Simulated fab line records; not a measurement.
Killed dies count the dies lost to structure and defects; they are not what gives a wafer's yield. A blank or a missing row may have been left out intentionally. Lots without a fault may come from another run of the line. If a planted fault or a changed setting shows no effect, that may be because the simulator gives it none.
Problem report in the 8D (eight disciplines) form, filled by code / flow gf180mcu / the parts of the form that need people (team, actions taken, sign-off) are left out

1. WHAT WENT WRONG
MVPSD_TW at GF_MVPSD_TW_MEAS_11 reads a mean of 606 on 6 wafers of 2 lots; wafers without a fault read 554 with a standard deviation of 4.8. Measured from the usual mean, that is +11 standard deviations.
First seen on wafer L667.1, day 8 13:29, on film_metro-03. The record has a number at this step for 39 wafers belonging to 13 lots. By rule, "out" or "out of limits" means more than 4 standard deviations away from the usual mean. All remaining wafers that have a number are taken as sound.

2. WHAT IT IS, WHAT IT ISN'T
question=which readings at this step | is=MVPSD_TW | is not=-
question=which lots | is=L667, L668 | is not=L652, L653, L655, L657, L658, L659, L669, L670, L671, L673, L675
question=which wafers of those lots | is=all that have a number | is not=-
question=read on which gauges | is=film_metro-01, film_metro-03 | is not=film_metro-04
question=when | is=from day 8 13:29 | is not=up to then (18 sound wafers); but 15 sound wafers of L669, L670, L671, L673, L675 came after

3. SUSPECTS, AND WHAT RULES EACH OUT
Counting: a tool at any process step up to the reading remains a suspect when it ran all the lots that are out and ran no sound lot after the first of those.
- the gauge at GF_MVPSD_TW_MEAS_11 has been ruled out. The wafers that are out were read on 2 gauges (film_metro-01, film_metro-03).
- implanter-03 at GF_MVPSD_IMPLANT_08: kept. It ran every lot that is out, first L667 (day 8 13:05), and no sound lot after that; its last sound lot up to then is L659 (day 6 17:17). Out on those wafers are its own readings of tilt_deg.
The count leaves implanter-03 at GF_MVPSD_IMPLANT_08.

4. THE CAUSE (what the simulator had put in)
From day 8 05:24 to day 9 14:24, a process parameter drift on implanter-03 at GF_MVPSD_IMPLANT_08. Setting tilt_deg shifted by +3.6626 from 0. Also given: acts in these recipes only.
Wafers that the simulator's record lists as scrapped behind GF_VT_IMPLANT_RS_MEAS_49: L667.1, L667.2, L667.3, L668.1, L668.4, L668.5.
Counting left only this tool.

5. THE EFFECT CHAIN, in route order
Rows list readings where the struck wafers' mean (over those with a number) sits beyond 3 standard deviations from the usual. Readings are gone through only where the record gives a usual standard deviation; hours: the median, over the lots, of the time from a lot's start at the first step in this table giving one to that lot's start at this step; sigmas: the change measured in usual standard deviations.
hours=0; step=GF_MVPSD_IMPLANT_08; reading=tilt_deg; usual=0.001 degrees; on struck wafers=3.662; change=+3.661; sigmas=+99 or more
hours=0; step=GF_MVPSD_TW_MEAS_11; reading=MVPSD_TW; usual=554; on struck wafers=606; change=+52; sigmas=+11
hours=71; step=GF_VT_IMPLANT_RS_MEAS_49; reading=MVPSD_RS; usual=1170.3 ohm/sq; on struck wafers=1330.8; change=+160.5; sigmas=+55
Here are the process steps it includes:
- GF_MVPSD_IMPLANT_08

6. HOW IT WOULD HAVE BEEN CAUGHT EARLIER
The first out-of-limits reading at a measuring or inspecting step in this record came at day 8 13:29, 8 hours after the fault's start at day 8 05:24.
At GF_MVPSD_IMPLANT_08, the tool's own readings (tilt_deg) were out on each struck wafer the step has a row for, so an alarm limit on them would have fired on the first such wafer.
Of the lots that are out (2), L668 began GF_MVPSD_IMPLANT_08 on implanter-03 after day 8 13:29. Had the tool been put on hold then, it would have been spared.
